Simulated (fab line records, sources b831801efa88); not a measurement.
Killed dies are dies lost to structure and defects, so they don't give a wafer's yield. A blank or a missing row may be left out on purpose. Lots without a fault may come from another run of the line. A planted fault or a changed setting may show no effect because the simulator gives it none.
Which tool did it? | flow gf180mcu | 11 lots, 33 wafers sampled, at 5 steps of a route of 602

WHAT THE GAUGES READ, wafer by wafer
GF_HV_LDD_THK_MEAS_57. Usual: HV_LDD_CVD_56_THK 90.3 nm, standard deviation 0.72.
lot  | measured     | on            | HV_LDD_CVD_56_THK (nm) | flag
L896 | day 12 07:25 | film_metro-04 | 90.1 90.8 90.4         |
L898 | day 13 01:41 | film_metro-04 | 90.5 91.0 89.7         |
L901 | day 14 06:05 | film_metro-01 | 55.3 56.2 55.3         | OFF
L910 | day 17 03:52 | film_metro-04 | 91.3 91.3 90.7         |
L911 | day 17 17:16 | film_metro-01 | 90.8 90.4 90.7         |
L913 | day 18 13:52 | film_metro-02 | 91.1 90.5 90.3         |
L914 | day 18 18:22 | film_metro-01 | 90.4 90.4 90.5         |
L915 | day 18 22:56 | film_metro-01 | 91.5 90.8 91.5         |
L916 | day 19 07:41 | film_metro-04 | 91.0 90.6 89.8         |
L917 | day 19 16:47 | film_metro-02 | 89.4 89.3 89.0         |
L919 | day 20 11:52 | film_metro-02 | 91.7 90.9 90.7         |

GF_V1_THK_MEAS_01. Usual: V1_CVD_00_THK 603 nm, standard deviation 5.9.
lot  | measured     | on            | V1_CVD_00_THK (nm) | flag
L896 | day 16 20:18 | film_metro-02 | 600 605 608        |
L898 | day 17 18:28 | film_metro-01 | 602 605 604        |
L901 | day 19 02:21 | film_metro-02 | 608 606 609        |
L910 | day 22 06:56 | film_metro-03 | 599 603 605        |
L911 | day 22 22:38 | film_metro-02 | 596 603 597        |
L913 | day 23 17:18 | film_metro-01 | 603 608 603        |
L914 | day 23 23:28 | film_metro-01 | 601 612 606        |
L915 | day 24 01:57 | film_metro-01 | 598 605 588        |
L916 | day 24 09:58 | film_metro-02 | 604 603 598        |
L917 | day 24 19:01 | film_metro-01 | 595 595 597        |
L919 | day 25 10:14 | film_metro-02 | 606 608 605        |

WHICH TOOL RAN EACH LOT (tool, then ch and the chambers of the sampled wafers, then the start)
lot  | GF_HV_LDD_CVD_56            | GF_HV_LDD_ETCHBACK_58              | GF_CONTACT_SPUTTER_23
L896 | lpcvd-02 ch 0, day 12 05:59 | rie_diel-04 ch 0,2, day 12 07:29   | pvd_sputter-04, day 15 20:29
L898 | lpcvd-02 ch 1, day 13 00:15 | rie_diel-02 ch 1,2,3, day 13 01:44 | pvd_sputter-03, day 16 17:32
L901 | lpcvd-02 ch 1, day 14 04:39 | rie_diel-02 ch 0,1,2, day 14 06:08 | pvd_sputter-03, day 18 01:20
L910 | lpcvd-01 ch 0, day 17 02:26 | rie_diel-04 ch 0,2,3, day 17 03:55 | pvd_sputter-03, day 21 05:32
L911 | lpcvd-01 ch 0, day 17 15:50 | rie_diel-02 ch 0,1,3, day 17 17:19 | pvd_sputter-01, day 21 20:50
L913 | lpcvd-02 ch 0, day 18 12:26 | rie_diel-04 ch 0,1, day 18 13:55   | pvd_sputter-01, day 22 17:02
L914 | lpcvd-01 ch 1, day 18 16:56 | rie_diel-01 ch 0,3, day 18 18:26   | pvd_sputter-03, day 22 22:56
L915 | lpcvd-02 ch 0, day 18 21:29 | rie_diel-04 ch 1,2, day 18 22:59   | pvd_sputter-04, day 23 01:35
L916 | lpcvd-01 ch 1, day 19 06:14 | rie_diel-04 ch 0,2,3, day 19 07:44 | pvd_sputter-04, day 23 09:56
L917 | lpcvd-02 ch 1, day 19 15:20 | rie_diel-02 ch 0,1,2, day 19 16:52 | pvd_sputter-03, day 23 19:08
L919 | lpcvd-01 ch 0, day 20 10:26 | rie_diel-01 ch 0,1,2, day 20 11:56 | pvd_sputter-01, day 24 11:44
- GF_HV_LDD_CVD_56: deposits Si3N4 from DCS/NH3, target thk 90 nm, time 1543 s.
- GF_HV_LDD_ETCHBACK_58: etches Si3N4 in CH3F/O2, stops on SiO2, time 100 s, target depth 90 nm.
- GF_CONTACT_SPUTTER_23: material TiN, target thk 10 nm, time 40 s.

WHAT THE TOOLS THEMSELVES READ (means of the sampled wafers that have a number; where no wafer has one, the mark that the record gives instead)
GF_HV_LDD_CVD_56. Usual: spike_tc_bottom_C 789.1 C, standard deviation 1.6; spike_tc_centre_C 771.7 C, standard deviation 1; spike_tc_lower_C 769.4 C, standard deviation 1.1; spike_tc_top_C 782 C, standard deviation 4.1; spike_tc_upper_C 769.7 C, standard deviation 1.2; susceptor_temp_C 770.1 C, standard deviation 0.32.
lot  | tool     | spike_tc_bottom_C (C) | spike_tc_centre_C (C) | spike_tc_lower_C (C) | spike_tc_top_C (C) | spike_tc_upper_C (C) | susceptor_temp_C (C) | flag
L896 | lpcvd-02 | 791.5                 | 771.3                 | 768.9                | 775                | 767.9                | 770.1                |
L898 | lpcvd-02 | 790.3                 | 771.5                 | 769.3                | 784                | 769.8                | 770.5                |
L901 | lpcvd-02 | 765.2                 | 748.1                 | 744.9                | 761                | 745.2                | 746.1                | OFF
L910 | lpcvd-01 | 788.7                 | 771.9                 | 769.3                | 785                | 770.1                | 769.9                |
L911 | lpcvd-01 | 789.3                 | 772.0                 | 769.5                | 785                | 770.5                | 770.3                |
L913 | lpcvd-02 | 791.1                 | 771.9                 | 769.1                | 776                | 769.5                | 769.9                |
L914 | lpcvd-01 | 787.5                 | 771.4                 | 771.1                | 785                | 769.8                | 770.1                |
L915 | lpcvd-02 | 790.5                 | 772.0                 | 768.8                | 775                | 769.4                | 770.2                |
L916 | lpcvd-01 | 786.3                 | 771.5                 | 771.4                | 785                | 769.8                | 769.8                |
L917 | lpcvd-02 | 788.3                 | 771.7                 | 768.9                | 783                | 769.2                | 769.5                |
L919 | lpcvd-01 | 789.1                 | 771.4                 | 769.2                | 785                | 770.7                | 769.9                |

GF_HV_LDD_ETCHBACK_58. Usual: O2_flow_sccm 30.00 sccm, standard deviation 0.09; drypump_motor_current_A 5.6 A, standard deviation 0.52; oes_product_au 0.844 a.u., standard deviation 0.0063; rf_fwd_power_W 397.4 W, standard deviation 1.5; throttle_valve_pct 10.562 %, standard deviation 0.0084.
lot  | tool        | O2_flow_sccm (sccm) | drypump_motor_current_A (A) | oes_product_au (a.u.) | rf_fwd_power_W (W) | throttle_valve_pct (%) | flag
L896 | rie_diel-04 | 30.03               | 5.7                         | 0.842                 | 398.1              | 10.559                 |
L898 | rie_diel-02 | 30.09               | 5.5                         | 0.843                 | 397.6              | 10.553                 |
L901 | rie_diel-02 | 29.97               | 5.5                         | 0.665                 | 398.0              | 10.542                 | OFF
L910 | rie_diel-04 | 30.06               | 5.5                         | 0.849                 | 398.2              | 10.556                 |
L911 | rie_diel-02 | 30.10               | 5.9                         | 0.847                 | 398.0              | 10.571                 |
L913 | rie_diel-04 | 30.03               | 5.8                         | 0.841                 | 398.3              | 10.556                 |
L914 | rie_diel-01 | 29.88               | 6.3                         | 0.842                 | 395.9              | 10.563                 |
L915 | rie_diel-04 | 29.97               | 4.9                         | 0.852                 | 396.0              | 10.559                 |
L916 | rie_diel-04 | 29.96               | 5.5                         | 0.849                 | 399.1              | 10.554                 |
L917 | rie_diel-02 | 29.97               | 5.5                         | 0.840                 | 398.6              | 10.561                 |
L919 | rie_diel-01 | 30.08               | 5.6                         | 0.849                 | 398.8              | 10.564                 |

GF_CONTACT_SPUTTER_23. Usual: throttle_valve_pct 29.9 %, standard deviation 0.98.
lot  | tool           | throttle_valve_pct (%) | flag
L896 | pvd_sputter-04 | 29.6                   |
L898 | pvd_sputter-03 | 30.7                   |
L901 | pvd_sputter-03 | 30.1                   |
L910 | pvd_sputter-03 | 30.6                   |
L911 | pvd_sputter-01 | 30.0                   |
L913 | pvd_sputter-01 | 29.7                   |
L914 | pvd_sputter-03 | 30.6                   |
L915 | pvd_sputter-04 | 28.8                   |
L916 | pvd_sputter-04 | 28.9                   |
L917 | pvd_sputter-03 | 29.6                   |
L919 | pvd_sputter-01 | 30.2                   |

THE ANSWER, worked out from the rows above alone
Rule: a lot is off if the mean of its wafers that have a number lies more than 3 standard deviations from the usual mean. A lot without any number at a reading at which 4 lots or more have one is off too. The other lots that the step has rows for count as sound. The gauges are gone through in route order, then the tools' own readings, and for those a lot's mean is taken as printed above. The first step at which some lot is off is used, and at that step the reading that is off furthest; a lot without a number counts as furthest.
Off: L901, at GF_HV_LDD_THK_MEAS_57 (HV_LDD_CVD_56_THK).
A tool fits if, at a process step before that reading, it ran every lot that is off, and no sound lot after the first of them. The gauges at GF_HV_LDD_THK_MEAS_57 aren't tried: what is off there is off at GF_HV_LDD_CVD_56 too, on other tools, and a gauge's error can't cause that. None of those tried fits.

WHAT THE SIMULATOR HAD PUT IN
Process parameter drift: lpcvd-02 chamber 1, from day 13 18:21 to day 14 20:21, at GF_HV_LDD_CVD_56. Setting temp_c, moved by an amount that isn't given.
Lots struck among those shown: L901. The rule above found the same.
